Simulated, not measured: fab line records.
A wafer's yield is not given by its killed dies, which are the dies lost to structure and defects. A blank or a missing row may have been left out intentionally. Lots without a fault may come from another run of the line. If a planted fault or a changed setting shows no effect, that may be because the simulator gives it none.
Which tool did it? + flow sky130 + 11 lots, 31 wafers sampled, at 3 steps of a route of 708

WHAT THE GAUGES READ, wafer by wafer
SKY_VT_ADJUST_NCORE_CD_MEAS_07: target cd 380 nm.
| lot  | measured     | on        | cd nm (nm)              |
|------|--------------|-----------|-------------------------|
| L959 | day 9 04:29  | cd sem-02 | 381.0 380.0 380.7       |
| L960 | day 9 16:01  | cd sem-01 | 380.1 379.6 377.4       |
| L961 | day 10 00:14 | cd sem-01 | 378.2 376.2 376.4       |
| L965 | day 10 18:36 | cd sem-02 | 380.9 383.3 381.4       |
| L966 | day 11 06:35 | cd sem-01 | 376.8 373.9 376.6       |
| L967 | day 11 09:46 | cd sem-01 | 381.5 381.4 382.8       |
| L969 | day 11 19:32 | cd sem-02 | 382.1 383.9 381.5       |
| L970 | day 12 02:52 | cd sem-01 | 375.5 378.3 377.8       |
| L973 | day 13 03:43 | cd sem-01 | 385.7 389.0 385.3 389.0 |
| L975 | day 13 17:19 | cd sem-02 | 383.2 390.2             |
| L978 | day 14 18:02 | cd sem-02 | 380.0 381.7 379.2       |

EACH LOT AND THE TOOL THAT RAN IT (in order: tool; ch and the chambers of the sampled wafers; start)
| lot  | SKY_VT_ADJUST_LVTN_STRIP_09          | SKY_VT_ADJUST_NCORE_COAT_02       |
|------|--------------------------------------|-----------------------------------|
| L959 | plasma asher-01 ch 0,1, day 7 13:06  | litho track-04 ch 0, day 8 18:22  |
| L960 | plasma asher-03 ch 0,1, day 7 22:41  | litho track-01 ch 0, day 9 04:54  |
| L961 | plasma asher-03 ch 0,1, day 8 05:16  | litho track-02 ch 0, day 9 13:30  |
| L965 | plasma asher-01 ch 0,1, day 8 23:57  | litho track-01 ch 0, day 10 06:57 |
| L966 | plasma asher-01 ch 0,1, day 9 09:44  | litho track-04 ch 0, day 10 19:23 |
| L967 | plasma asher-04 ch 0,1, day 9 14:06  | litho track-02 ch 0, day 10 22:31 |
| L969 | plasma asher-01 ch 0,1, day 9 21:22  | litho track-02 ch 0, day 11 07:09 |
| L970 | plasma asher-01 ch 1, day 10 03:58   | litho track-02 ch 0, day 11 14:51 |
| L973 | plasma asher-04 ch 0,1, day 11 02:02 | litho track-02 ch 0, day 12 14:46 |
| L975 | plasma asher-04 ch 1, day 11 16:37   | litho track-02 ch 0, day 13 05:18 |
| L978 | plasma asher-03 ch 0,1, day 12 15:46 | litho track-04 ch 0, day 14 04:38 |
- SKY_VT_ADJUST_LVTN_STRIP_09: strips in O2/N2.
- SKY_VT_ADJUST_NCORE_COAT_02: resist thk 1140 nm.

THE ANSWER, worked out from the rows above alone
Rule: the usual values come from the lots themselves. The widest of any qualifying gaps counts: lots, ordered by their means at a reading, are off when they make up no more than a third of the lots, leave a main group of 4 or more, and stand apart from it by 3 or more times the standard deviation of that group's means. A main group is skipped when, at the precision printed for the reading in the tables above, its means are all equal. Also off: a lot with no number at a reading for which 4 or more lots have one. All remaining lots with rows at the step are treated as sound.
None of the lots is off at any reading shown; this tells nothing.

WHAT HAD BEEN PUT IN BY THE SIMULATOR
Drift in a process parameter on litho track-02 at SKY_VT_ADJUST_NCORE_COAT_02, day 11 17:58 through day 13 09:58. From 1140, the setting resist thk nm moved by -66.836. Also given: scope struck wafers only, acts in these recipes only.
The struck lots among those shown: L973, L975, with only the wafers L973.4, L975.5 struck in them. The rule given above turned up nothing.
